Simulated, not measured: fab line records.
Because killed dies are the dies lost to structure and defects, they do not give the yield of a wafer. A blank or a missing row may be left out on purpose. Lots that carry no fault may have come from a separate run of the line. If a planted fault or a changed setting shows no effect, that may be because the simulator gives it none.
A sampling plan put to the test ; flow gf180mcu ; each of the 18 faults these records tell of, on one fab line, judged from the records of the lots it struck
The line's own looks make up the plan; these are the steps of the route where a gauge or inspection reads the wafer and leaves it unchanged. Where struck wafers have a number at a look and the file lists that look's usual mean and standard deviation on fault-free wafers, the look can be judged. Caught: at a look after the fault's first step, the mean of the struck wafers lies 4 or more of those standard deviations (sigma) from the usual mean. On the tool: the test repeated on the tool's own readings taken at the fault's steps. Another recipe on the struck wafers, or a record that is blank for them alone, also counts as caught.

== THE FAULTS, as the simulator had put them in ==
1. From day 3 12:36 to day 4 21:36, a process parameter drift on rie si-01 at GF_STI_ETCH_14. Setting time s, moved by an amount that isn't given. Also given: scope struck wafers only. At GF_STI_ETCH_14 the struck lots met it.
2. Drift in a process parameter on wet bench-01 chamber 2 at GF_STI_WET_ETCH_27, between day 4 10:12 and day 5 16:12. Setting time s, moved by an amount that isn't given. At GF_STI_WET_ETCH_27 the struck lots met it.
3. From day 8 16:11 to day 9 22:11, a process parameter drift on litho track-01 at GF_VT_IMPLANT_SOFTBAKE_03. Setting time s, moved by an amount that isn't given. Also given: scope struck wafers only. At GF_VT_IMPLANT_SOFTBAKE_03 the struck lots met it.
4. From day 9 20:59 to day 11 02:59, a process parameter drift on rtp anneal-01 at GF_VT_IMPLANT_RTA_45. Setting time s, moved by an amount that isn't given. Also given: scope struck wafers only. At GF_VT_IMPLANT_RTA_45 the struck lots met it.
5. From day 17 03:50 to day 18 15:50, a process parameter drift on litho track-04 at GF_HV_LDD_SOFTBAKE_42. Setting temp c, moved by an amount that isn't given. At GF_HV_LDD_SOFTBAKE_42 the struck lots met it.
6. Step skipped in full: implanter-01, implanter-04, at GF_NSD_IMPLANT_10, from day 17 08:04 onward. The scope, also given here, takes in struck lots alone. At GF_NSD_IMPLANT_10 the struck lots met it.
7. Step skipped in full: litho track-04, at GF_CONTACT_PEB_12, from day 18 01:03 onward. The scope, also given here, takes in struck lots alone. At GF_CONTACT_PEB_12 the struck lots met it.
8. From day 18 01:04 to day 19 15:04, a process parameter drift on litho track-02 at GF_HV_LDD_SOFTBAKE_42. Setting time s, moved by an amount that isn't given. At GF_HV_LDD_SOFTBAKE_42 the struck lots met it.
9. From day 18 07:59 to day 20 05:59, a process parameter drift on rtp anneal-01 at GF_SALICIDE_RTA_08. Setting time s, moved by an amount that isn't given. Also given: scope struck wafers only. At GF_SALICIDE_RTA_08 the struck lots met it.
10. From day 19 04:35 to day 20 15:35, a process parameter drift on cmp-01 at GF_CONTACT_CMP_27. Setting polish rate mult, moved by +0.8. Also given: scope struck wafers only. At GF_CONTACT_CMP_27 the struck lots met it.
11. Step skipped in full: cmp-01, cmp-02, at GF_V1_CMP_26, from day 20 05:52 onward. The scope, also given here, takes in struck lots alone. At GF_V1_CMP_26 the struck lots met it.
12. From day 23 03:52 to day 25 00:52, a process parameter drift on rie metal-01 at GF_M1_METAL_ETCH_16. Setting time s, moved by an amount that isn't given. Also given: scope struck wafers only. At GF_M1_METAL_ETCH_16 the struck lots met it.
13. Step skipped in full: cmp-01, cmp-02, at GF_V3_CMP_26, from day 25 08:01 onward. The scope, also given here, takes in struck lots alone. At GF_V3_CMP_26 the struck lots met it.
14. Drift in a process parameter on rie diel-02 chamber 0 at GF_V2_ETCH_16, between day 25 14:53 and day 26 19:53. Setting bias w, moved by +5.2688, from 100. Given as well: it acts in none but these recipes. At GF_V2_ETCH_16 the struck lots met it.
15. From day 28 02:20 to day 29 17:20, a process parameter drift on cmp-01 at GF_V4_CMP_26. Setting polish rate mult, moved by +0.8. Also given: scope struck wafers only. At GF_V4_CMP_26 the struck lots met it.
16. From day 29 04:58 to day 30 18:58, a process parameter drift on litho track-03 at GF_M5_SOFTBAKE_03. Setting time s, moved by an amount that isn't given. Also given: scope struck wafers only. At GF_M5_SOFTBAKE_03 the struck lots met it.
17. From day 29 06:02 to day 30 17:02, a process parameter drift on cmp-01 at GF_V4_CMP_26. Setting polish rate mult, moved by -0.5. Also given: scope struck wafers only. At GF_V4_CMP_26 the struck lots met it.
18. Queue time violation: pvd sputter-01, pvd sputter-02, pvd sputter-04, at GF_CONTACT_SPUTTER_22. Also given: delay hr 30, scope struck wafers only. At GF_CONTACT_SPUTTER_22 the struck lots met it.

== WHAT THE PLAN SAW ==
fault;on the tool itself;first look that catches it;reading, sigma;median hours from its first step to that look;hours from the fault's start to the first struck lot there;judged looks passed uncaught
1;run length s -18 sigma;not the one look that can be judged after it;-;-;-;1
2;run length s -36 sigma;not the one look that can be judged after it;-;-;-;1
3;heater power total W +83 sigma;none of the 3 looks that can be judged after it;-;-;-;3
4;run length s -9.8 sigma;none of the 3 looks that can be judged after it;-;-;-;3
5;heater power total W -17 sigma;not the one look that can be judged after it;-;-;-;1
6;the tool's record is blank for the struck wafers;GF_PSD_RS_MEAS_14;NSD_RS +86;24.7;28;1
7;the tool's record is blank for the struck wafers;no look after it can be judged;-;-;-;0
8;heater power total W +55 sigma;not the one look that can be judged after it;-;-;-;1
9;run length s +94 sigma;no look after it can be judged;-;-;-;0
10;time to endpoint s -10 sigma;no look after it can be judged;-;-;-;0
11;the tool's record is blank for the struck wafers;no look after it can be judged;-;-;-;0
12;run length s +7.9 sigma;no look after it can be judged;-;-;-;0
13;the tool's record is blank for the struck wafers;no look after it can be judged;-;-;-;0
14;bias w +19 sigma;no look after it can be judged;-;-;-;0
15;time to endpoint s -11 sigma;no look after it can be judged;-;-;-;0
16;heater power total W +42 sigma;not the one look that can be judged after it;-;-;-;1
17;overpolish run s -99 or beyond sigma;no look after it can be judged;-;-;-;0
18;under 2 sigma;no look after it can be judged;-;-;-;0
Dash: fault not caught, or number not given in these records.

Caught at a look: 1 of 18. Caught on the tool: 17 of 18. By one or the other: 17 of 18.
Faults 1, 2, 3, 4, 5, 7, 8, 9, 10, 11, 12, 13, 14, 15, 16, 17 were caught on the tool alone.
Caught by neither: fault 18.

== THINNER SAMPLING ==
In the worst case, this is how late the first struck lot would be measured if the look that catches a fault measured only every second or every third lot, by lot number:
fault;struck lots at that look, in order of time;every lot;every second lot;every third lot
6;L195, L196, L197;28 h;37 h;42 h
Hours: fault start to first struck lot measured. The limit of 4 sigma was tested on all struck wafers together, so one lot alone may lie under it. Other struck lots may not be in these records.

== THE LONGEST TIMED WAY FROM STEP TO LOOK ==
In fault 6, a median of 24.7 hours elapses between GF_NSD_IMPLANT_10 and GF_PSD_RS_MEAS_14. The look between them that can be judged stayed within 4 sigma: GF_PSD_CD_MEAS_07.
